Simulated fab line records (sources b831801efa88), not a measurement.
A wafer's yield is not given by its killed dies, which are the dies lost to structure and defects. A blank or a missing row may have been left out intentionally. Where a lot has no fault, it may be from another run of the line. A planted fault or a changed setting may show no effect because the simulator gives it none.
Matching of chambers || flow sky130 || SKY_VIA1_CMP_02 on cmp-02 has 4 sister chambers
The step polishes SiO2. 30 wafers are shown with their chamber, then 12 later ones without.

== WAFERS WITH THEIR CHAMBER ==
{"wafer": "L074.2", "chamber": 2, "motor-current-A (A)": 12.7, "retaining-ring-pressure-frac": 1.001}
{"wafer": "L074.3", "chamber": 3, "motor-current-A (A)": 11.3, "retaining-ring-pressure-frac": 0.999}
{"wafer": "L074.6", "chamber": 1, "motor-current-A (A)": 10.0, "retaining-ring-pressure-frac": 0.999}
{"wafer": "L075.1", "chamber": 2, "motor-current-A (A)": 12.8, "retaining-ring-pressure-frac": 0.989}
{"wafer": "L075.3", "chamber": 1, "motor-current-A (A)": 9.6, "retaining-ring-pressure-frac": 1.008}
{"wafer": "L075.4", "chamber": 0, "motor-current-A (A)": 11.9, "retaining-ring-pressure-frac": 0.992}
{"wafer": "L077.3", "chamber": 0, "motor-current-A (A)": 11.5, "retaining-ring-pressure-frac": 1.001}
{"wafer": "L077.4", "chamber": 1, "motor-current-A (A)": 9.9, "retaining-ring-pressure-frac": 1.001}
{"wafer": "L077.6", "chamber": 2, "motor-current-A (A)": 12.6, "retaining-ring-pressure-frac": 1.003}
{"wafer": "L078.1", "chamber": 0, "motor-current-A (A)": 11.7, "retaining-ring-pressure-frac": 1.004}
{"wafer": "L078.4", "chamber": 2, "motor-current-A (A)": 12.9, "retaining-ring-pressure-frac": 1.006}
{"wafer": "L078.5", "chamber": 2, "motor-current-A (A)": 13.0, "retaining-ring-pressure-frac": 0.997}
{"wafer": "L082.2", "chamber": 2, "motor-current-A (A)": 12.6, "retaining-ring-pressure-frac": 1.000}
{"wafer": "L082.4", "chamber": 0, "motor-current-A (A)": 12.6, "retaining-ring-pressure-frac": 0.998}
{"wafer": "L082.6", "chamber": 1, "motor-current-A (A)": 10.1, "retaining-ring-pressure-frac": 0.999}
{"wafer": "L081.1", "chamber": 3, "motor-current-A (A)": 11.3, "retaining-ring-pressure-frac": 0.996}
{"wafer": "L081.4", "chamber": 1, "motor-current-A (A)": 9.8, "retaining-ring-pressure-frac": 0.993}
{"wafer": "L081.5", "chamber": 3, "motor-current-A (A)": 10.7, "retaining-ring-pressure-frac": 0.990}
{"wafer": "L085.1", "chamber": 1, "motor-current-A (A)": 10.0, "retaining-ring-pressure-frac": 0.996}
{"wafer": "L085.2", "chamber": 2, "motor-current-A (A)": 12.1, "retaining-ring-pressure-frac": 0.991}
{"wafer": "L085.6", "chamber": 0, "motor-current-A (A)": 12.4, "retaining-ring-pressure-frac": 1.008}
{"wafer": "L087.1", "chamber": 3, "motor-current-A (A)": 11.4, "retaining-ring-pressure-frac": 1.003}
{"wafer": "L087.2", "chamber": 2, "motor-current-A (A)": 13.0, "retaining-ring-pressure-frac": 1.004}
{"wafer": "L087.6", "chamber": 2, "motor-current-A (A)": 12.6, "retaining-ring-pressure-frac": 0.993}
{"wafer": "L088.1", "chamber": 3, "motor-current-A (A)": 11.2, "retaining-ring-pressure-frac": 1.010}
{"wafer": "L088.3", "chamber": 0, "motor-current-A (A)": 12.4, "retaining-ring-pressure-frac": 1.003}
{"wafer": "L088.6", "chamber": 2, "motor-current-A (A)": 12.4, "retaining-ring-pressure-frac": 1.001}
{"wafer": "L089.3", "chamber": 1, "motor-current-A (A)": 10.1, "retaining-ring-pressure-frac": 1.002}
{"wafer": "L089.4", "chamber": 0, "motor-current-A (A)": 12.0, "retaining-ring-pressure-frac": 1.001}
{"wafer": "L089.6", "chamber": 0, "motor-current-A (A)": 11.9, "retaining-ring-pressure-frac": 1.003}

SIGNATURES (means of the wafers above)
{"reading": "motor-current-A", "chamber 0": 12.050, "chamber 1": 9.929, "chamber 2": 12.670, "chamber 3": 11.180, "scatter within a chamber": 0.292}
{"reading": "retaining-ring-pressure-frac", "chamber 0": 1.00125, "chamber 1": 0.99971, "chamber 2": 0.99850, "chamber 3": 0.99960, "scatter within a chamber": 0.0056}
Rule: a wafer's distance from a chamber is the root of the sum, over the readings, of the square of ((its reading less the chamber's mean) divided by the reading's scatter). The wafer belongs to the nearest chamber; if the next one is less than 2 further off, it can't be placed. The scatter: the root of (the sum of the squares of (reading less its chamber's mean) over the shown wafers, divided by (wafers less chambers)).

== WAFERS MISSING THEIR CHAMBER ==
{"wafer": "L090.2", "motor-current-A (A)": 10.3, "retaining-ring-pressure-frac": 1.001}
{"wafer": "L090.3", "motor-current-A (A)": 11.5, "retaining-ring-pressure-frac": 1.001}
{"wafer": "L090.6", "motor-current-A (A)": 11.4, "retaining-ring-pressure-frac": 0.999}
{"wafer": "L091.1", "motor-current-A (A)": 10.2, "retaining-ring-pressure-frac": 0.994}
{"wafer": "L091.2", "motor-current-A (A)": 13.4, "retaining-ring-pressure-frac": 0.990}
{"wafer": "L091.4", "motor-current-A (A)": 12.4, "retaining-ring-pressure-frac": 1.011}
{"wafer": "L094.1", "motor-current-A (A)": 10.0, "retaining-ring-pressure-frac": 1.006}
{"wafer": "L094.2", "motor-current-A (A)": 12.4, "retaining-ring-pressure-frac": 0.994}
{"wafer": "L094.3", "motor-current-A (A)": 10.7, "retaining-ring-pressure-frac": 0.998}
{"wafer": "L094.4", "motor-current-A (A)": 13.0, "retaining-ring-pressure-frac": 0.982}
{"wafer": "L094.5", "motor-current-A (A)": 9.6, "retaining-ring-pressure-frac": 1.009}
{"wafer": "L094.6", "motor-current-A (A)": 12.7, "retaining-ring-pressure-frac": 0.991}

== WHICH CHAMBER EACH WENT THROUGH ==
{"wafer": "L090.2", "from the rows above": "can't be placed: 1 or 3", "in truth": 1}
{"wafer": "L090.3", "from the rows above": "can't be placed: 3 or 0", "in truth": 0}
{"wafer": "L090.6", "from the rows above": "can't be placed: 3 or 0", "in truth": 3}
{"wafer": "L091.1", "from the rows above": 1, "in truth": 1}
{"wafer": "L091.2", "from the rows above": 2, "in truth": 2}
{"wafer": "L091.4", "from the rows above": "can't be placed: 0 or 2", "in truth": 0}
{"wafer": "L094.1", "from the rows above": 1, "in truth": 1}
{"wafer": "L094.2", "from the rows above": "can't be placed: 2 or 0", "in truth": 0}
{"wafer": "L094.3", "from the rows above": "can't be placed: 3 or 1", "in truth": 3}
{"wafer": "L094.4", "from the rows above": "can't be placed: 2 or 0", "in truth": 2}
{"wafer": "L094.5", "from the rows above": 1, "in truth": 1}
{"wafer": "L094.6", "from the rows above": "can't be placed: 2 or 0", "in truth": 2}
Correctly placed: 4 of 12. From these rows, 8 cannot be placed; in 8 the true chamber is one of the candidates. 0 placed wrongly.
